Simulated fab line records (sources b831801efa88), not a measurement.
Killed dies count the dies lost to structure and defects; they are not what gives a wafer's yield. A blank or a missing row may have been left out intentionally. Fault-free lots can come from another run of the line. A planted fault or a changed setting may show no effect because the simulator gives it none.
Matching of chambers :: flow sky130 :: SKY_VIA1_CMP_02 on cmp-01 has 4 sister chambers
The step polishes SiO2. 8 wafers are shown with their chamber, then 10 later ones without.

WAFERS WITH THEIR CHAMBER
wafer: L084.1
chamber: 2
motor_current_A (A): 14.5

wafer: L086.6
chamber: 2
motor_current_A (A): 13.7

wafer: L087.6
chamber: 3
motor_current_A (A): 11.8

wafer: L090.4
chamber: 1
motor_current_A (A): 11.9

wafer: L090.5
chamber: 0
motor_current_A (A): 12.6

wafer: L090.6
chamber: 1
motor_current_A (A): 12.2

wafer: L092.1
chamber: 3
motor_current_A (A): 11.0

wafer: L092.4
chamber: 0
motor_current_A (A): 11.9

WAFERS WITH NO CHAMBER GIVEN
wafer: L092.5
motor_current_A (A): 11.8

wafer: L094.3
motor_current_A (A): 15.1

wafer: L094.4
motor_current_A (A): 11.7

wafer: L094.6
motor_current_A (A): 12.2

wafer: L096.2
motor_current_A (A): 12.2

wafer: L096.3
motor_current_A (A): 11.2

wafer: L096.5
motor_current_A (A): 11.3

wafer: L097.1
motor_current_A (A): 12.7

wafer: L097.5
motor_current_A (A): 15.4

wafer: L097.6
motor_current_A (A): 11.2

THE CHAMBER EACH PASSED THROUGH
wafer: L092.5
from the rows above: can't be placed: 1 or 3 or 0
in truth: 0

wafer: L094.3
from the rows above: 2
in truth: 2

wafer: L094.4
from the rows above: can't be placed: 3 or 1 or 0
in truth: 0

wafer: L094.6
from the rows above: can't be placed: 0 or 1 or 3
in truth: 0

wafer: L096.2
from the rows above: can't be placed: 0 or 1 or 3
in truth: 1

wafer: L096.3
from the rows above: can't be placed: 3 or 1 or 0
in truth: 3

wafer: L096.5
from the rows above: can't be placed: 3 or 1 or 0
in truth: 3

wafer: L097.1
from the rows above: can't be placed: 0 or 1 or 3 or 2
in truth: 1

wafer: L097.5
from the rows above: 2
in truth: 2

wafer: L097.6
from the rows above: can't be placed: 3 or 1 or 0
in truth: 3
Correct placement for 2 of the 10. From these rows, 8 cannot be placed; in 8 the true chamber is one of the candidates. Number placed wrongly: 0.
How it was worked out, from the rows above alone: a wafer's distance from a chamber is the root of the sum, over the readings, of the square of ((its reading less the chamber's mean) divided by the reading's scatter). If the next closest chamber is less than 2 further off than the closest, the wafer can't be placed; otherwise it belongs to the closest. The mean given for a chamber averages the wafers shown for that chamber. How the scatter is found: for the shown wafers, subtract from each reading the mean of its chamber, square and add these, divide the total by (wafers less chambers), then take the root.
